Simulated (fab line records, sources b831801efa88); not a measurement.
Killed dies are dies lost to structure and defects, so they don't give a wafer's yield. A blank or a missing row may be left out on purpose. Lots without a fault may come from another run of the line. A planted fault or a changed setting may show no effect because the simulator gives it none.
Which tool did it? | flow sfq_line | 14 lots, 42 wafers sampled, at 6 steps of a route of 325

WHAT THE GAUGES READ, wafer by wafer
SFQ_M0_OVL_MEAS_906.
lot  | measured     | on         | M0_OVL (nm)
L656 | day 12 05:23 | overlay-01 | -4 -5 -1
L657 | day 12 20:59 | overlay-02 | -1 5 8
L658 | day 13 04:11 | overlay-02 | 5 7 8
L659 | day 13 09:00 | overlay-01 | -1 4 -1
L660 | day 13 13:48 | overlay-02 | 16 12 10
L661 | day 14 06:43 | overlay-01 | 4 -1 -3
L668 | day 16 14:55 | overlay-02 | -1 -2 0
L670 | day 17 14:55 | overlay-02 | 0 1 1
L671 | day 18 01:27 | overlay-02 | -3 -3 -11
L672 | day 18 08:38 | overlay-01 | 3 4 3
L673 | day 18 15:33 | overlay-02 | -1 0 0
L674 | day 18 21:34 | overlay-01 | 0 3 -3
L675 | day 19 09:33 | overlay-01 | 3 0 -2
L677 | day 20 07:09 | overlay-01 | -11 -7 -6

SFQ_M3_OVL_MEAS_921.
lot  | measured     | on         | M3_OVL (nm)
L656 | day 30 22:04 | overlay-02 | 10 11 9
L657 | day 39 05:14 | overlay-02 | 5 4 10
L658 | day 39 10:10 | overlay-01 | 3 4 -1
L659 | day 39 11:22 | overlay-02 | 2 3 -2
L660 | day 39 16:10 | overlay-02 | 6 -3 8
L661 | day 45 04:47 | overlay-01 | 10 5 4
L668 | day 48 10:53 | overlay-01 | 5 3 9
L670 | day 48 21:41 | overlay-01 | 1 4 3
L671 | day 49 13:52 | overlay-02 | 11 10 13
L672 | day 49 19:52 | overlay-02 | 7 11 6
L673 | day 50 05:35 | overlay-02 | 0 -1 3
L674 | day 50 11:36 | overlay-02 | 3 7 7
L675 | day 50 20:42 | overlay-02 | 9 9 12
L677 | day 51 11:07 | overlay-01 | 3 2 -3

SFQ_I5_OVL_MEAS_936.
lot  | measured     | on         | I5_OVL (nm)
L656 | day 61 15:59 | overlay-02 | 7 8 4
L657 | day 64 17:13 | overlay-01 | 6 4 4
L658 | day 64 19:37 | overlay-01 | 0 3 5
L659 | day 64 23:14 | overlay-01 | 3 -1 2
L660 | day 65 02:50 | overlay-01 | -9 -2 -10
L661 | day 65 04:01 | overlay-02 | -5 -5 -10
L668 | day 67 00:33 | overlay-02 | 14 15 3
L670 | day 67 11:21 | overlay-01 | 3 0 0
L671 | day 68 23:00 | overlay-01 | 1 12 2
L672 | day 69 03:47 | overlay-01 | -3 -7 -7
L673 | day 69 08:35 | overlay-02 | 2 -2 4
L674 | day 69 09:48 | overlay-02 | 0 -2 1
L675 | day 69 13:23 | overlay-02 | -1 -3 1
L677 | day 69 23:04 | overlay-01 | 11 8 10

WHICH TOOL RAN EACH LOT (tool, then ch and the chambers of the sampled wafers, then the start)
lot  | SFQ_TRILAYER_I2_CMP_CMP_064   | SFQ_TRILAYER_I2_METRO_MEASURE_065 | SFQ_TRILAYER_I2_VIA_ETCH_VIA_ETCH_070
L656 | cmp-02 ch 1,2,3, day 25 00:06 | film_metro-02, day 25 03:13       | rie_diel-04 ch 1,2,3, day 30 17:18
L657 | cmp-01 ch 0,3, day 27 10:05   | film_metro-04, day 27 12:42       | rie_diel-04 ch 0,1,3, day 33 10:16
L658 | cmp-01 ch 0,1,2, day 27 13:05 | film_metro-03, day 27 15:42       | rie_diel-03 ch 0,2,3, day 33 13:52
L659 | cmp-02 ch 1,3, day 27 12:47   | film_metro-04, day 27 16:18       | rie_diel-02 ch 0,2, day 33 15:04
L660 | cmp-01 ch 0,1, day 27 16:05   | film_metro-04, day 27 19:06       | rie_diel-04 ch 0,1,3, day 33 19:52
L661 | cmp-02 ch 0,2,3, day 33 06:31 | film_metro-03, day 33 09:38       | rie_diel-02 ch 0,3, day 39 04:07
L668 | cmp-02 ch 0,1, day 36 03:14   | film_metro-03, day 36 05:52       | rie_diel-03 ch 0,3, day 42 02:11
L670 | cmp-01 ch 0,1,3, day 36 12:13 | film_metro-02, day 36 15:20       | rie_diel-04 ch 0,1,2, day 42 14:19
L671 | cmp-02 ch 0,1, day 37 03:11   | film_metro-04, day 37 06:30       | rie_diel-03 ch 0,1,3, day 43 08:20
L672 | cmp-02 ch 0,1, day 37 11:31   | film_metro-04, day 37 14:38       | rie_diel-03 ch 1,3, day 43 14:20
L673 | cmp-01 ch 2,3, day 37 18:43   | film_metro-04, day 37 21:50       | rie_diel-02 ch 1,3, day 43 22:52
L674 | cmp-02 ch 1,3, day 38 01:48   | film_metro-04, day 38 04:49       | rie_diel-03 ch 0,2,3, day 44 06:04
L675 | cmp-02 ch 1,2, day 38 09:44   | film_metro-04, day 38 12:52       | rie_diel-04 ch 1,2, day 44 14:28
L677 | cmp-02 ch 1,2,3, day 39 11:04 | film_metro-04, day 39 14:23       | rie_diel-04 ch 1,3, day 45 12:04
- SFQ_TRILAYER_I2_CMP_CMP_064: polishes SiO2.
- SFQ_TRILAYER_I2_METRO_MEASURE_065
- SFQ_TRILAYER_I2_VIA_ETCH_VIA_ETCH_070: etches SiO2 in CHF3, stops on Nb, target depth 260 nm.

WHAT THE TOOLS THEMSELVES READ (means of the sampled wafers that have a number; where no wafer has one, the mark that the record gives instead)
SFQ_TRILAYER_I2_CMP_CMP_064.
lot  | tool   | motor_current_A (A) | time_to_endpoint_s (s)
L656 | cmp-02 | 10.8                | 206
L657 | cmp-01 | 10.0                | 219
L658 | cmp-01 | 9.3                 | 210
L659 | cmp-02 | 10.6                | 214
L660 | cmp-01 | 9.2                 | 228
L661 | cmp-02 | 10.3                | 212
L668 | cmp-02 | 10.2                | 219
L670 | cmp-01 | 9.3                 | 206
L671 | cmp-02 | 9.4                 | 214
L672 | cmp-02 | 9.8                 | 215
L673 | cmp-01 | 9.4                 | 211
L674 | cmp-02 | 11.1                | 217
L675 | cmp-02 | 11.0                | 223
L677 | cmp-02 | 11.1                | 211

SFQ_TRILAYER_I2_METRO_MEASURE_065.
lot  | tool          | thk_nm (nm)
L656 | film_metro-02 | 199.9
L657 | film_metro-04 | 200.4
L658 | film_metro-03 | 192.9
L659 | film_metro-04 | 200.2
L660 | film_metro-04 | 193.4
L661 | film_metro-03 | 199.2
L668 | film_metro-03 | 199.7
L670 | film_metro-02 | 198.4
L671 | film_metro-04 | 201.8
L672 | film_metro-04 | 200.1
L673 | film_metro-04 | 198.9
L674 | film_metro-04 | 200.3
L675 | film_metro-04 | 200.0
L677 | film_metro-04 | 199.3

SFQ_TRILAYER_I2_VIA_ETCH_VIA_ETCH_070.
lot  | tool        | drypump_motor_current_A (A) | oes_product_au (a.u.)
L656 | rie_diel-04 | 5.4                         | 0.853
L657 | rie_diel-04 | 5.3                         | 0.853
L658 | rie_diel-03 | 6.1                         | 0.839
L659 | rie_diel-02 | 6.2                         | 0.854
L660 | rie_diel-04 | 5.3                         | 0.841
L661 | rie_diel-02 | 5.9                         | 0.852
L668 | rie_diel-03 | 5.9                         | 0.852
L670 | rie_diel-04 | 5.0                         | 0.849
L671 | rie_diel-03 | 6.3                         | 0.860
L672 | rie_diel-03 | 6.1                         | 0.854
L673 | rie_diel-02 | 5.4                         | 0.849
L674 | rie_diel-03 | 6.1                         | 0.857
L675 | rie_diel-04 | 5.0                         | 0.849
L677 | rie_diel-04 | 5.7                         | 0.850

THE ANSWER, worked out from the rows above alone
Rule: what is usual is taken from the lots themselves. Put in order of their means at a reading, lots are off if they are a third of the lots or fewer, leave a main group of 4 or more, and stand apart from it by a gap of 3 or more times the standard deviation of the main group's means; of several such gaps the widest counts. A main group whose means are all the same, to the digits that the tables above print for the reading, isn't used. A lot without any number at a reading at which 4 lots or more have one is off too. The other lots that the step has rows for count as sound. The gauges are gone through in route order, then the tools' own readings, and for those a lot's mean is taken as printed above. The first step at which some lot is off is used, and at that step the reading that is off furthest; a lot without a number counts as furthest.
Off: L658, L660, at SFQ_TRILAYER_I2_METRO_MEASURE_065 (thk_nm). The main group: mean 199.8 nm, standard deviation 0.83.
A tool fits if, at that step or a process step before it, it ran every lot that is off, and no sound lot after the first of them. None of those tried fits.

WHAT THE SIMULATOR HAD PUT IN
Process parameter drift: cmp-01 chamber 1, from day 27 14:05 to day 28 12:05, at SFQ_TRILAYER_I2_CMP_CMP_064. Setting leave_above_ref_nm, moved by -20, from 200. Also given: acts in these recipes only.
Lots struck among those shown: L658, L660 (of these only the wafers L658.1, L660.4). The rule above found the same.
